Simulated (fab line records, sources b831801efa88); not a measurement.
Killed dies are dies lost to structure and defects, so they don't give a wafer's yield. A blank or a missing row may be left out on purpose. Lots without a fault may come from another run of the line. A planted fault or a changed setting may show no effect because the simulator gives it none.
Chamber matching | flow sky130 | SKY_CAP2M_CVD_00 on pecvd-03: 3 sister chambers
The step deposits SiO2, target thk 15.5 nm. 3 wafers are shown with their chamber, then 11 later ones without.

WAFERS WITH THEIR CHAMBER
wafer  | chamber | heater_power_w (W)
L087.1 | 1       | 611
L087.3 | 0       | 738
L087.4 | 2       | 707

WAFERS WITHOUT THEIR CHAMBER
wafer  | heater_power_w (W)
L087.5 | 730
L087.6 | 614
L090.1 | 702
L090.2 | 636
L090.5 | 625
L094.3 | 640
L094.4 | 658
L094.6 | 725
L096.2 | 596
L096.3 | 665
L096.4 | 610

WHICH CHAMBER EACH WENT THROUGH
wafer  | from the rows above          | in truth
L087.5 | can't be placed: 0 or 2      | 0
L087.6 | 1                            | 1
L090.1 | can't be placed: 2 or 0      | 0
L090.2 | can't be placed: 1 or 2      | 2
L090.5 | 1                            | 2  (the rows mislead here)
L094.3 | can't be placed: 1 or 2      | 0
L094.4 | can't be placed: 1 or 2 or 0 | 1
L094.6 | can't be placed: 0 or 2      | 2
L096.2 | 1                            | 1
L096.3 | can't be placed: 2 or 1 or 0 | 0
L096.4 | 1                            | 1
Placed correctly: 3 of 11. Can't be placed from these rows: 7 (the true chamber is among the candidates in 6). Placed wrongly: 1.
How it was worked out, from the rows above alone: a wafer's distance from a chamber is the root of the sum, over the readings, of the square of ((its reading less the chamber's mean) divided by the reading's scatter). The wafer belongs to the nearest chamber; if the next one is less than 2 further off, it can't be placed. A chamber's mean is the mean of its shown wafers. The scatter: with one shown wafer a chamber, the root of the mean of the squares of how far each hidden wafer lies from its nearest shown one.
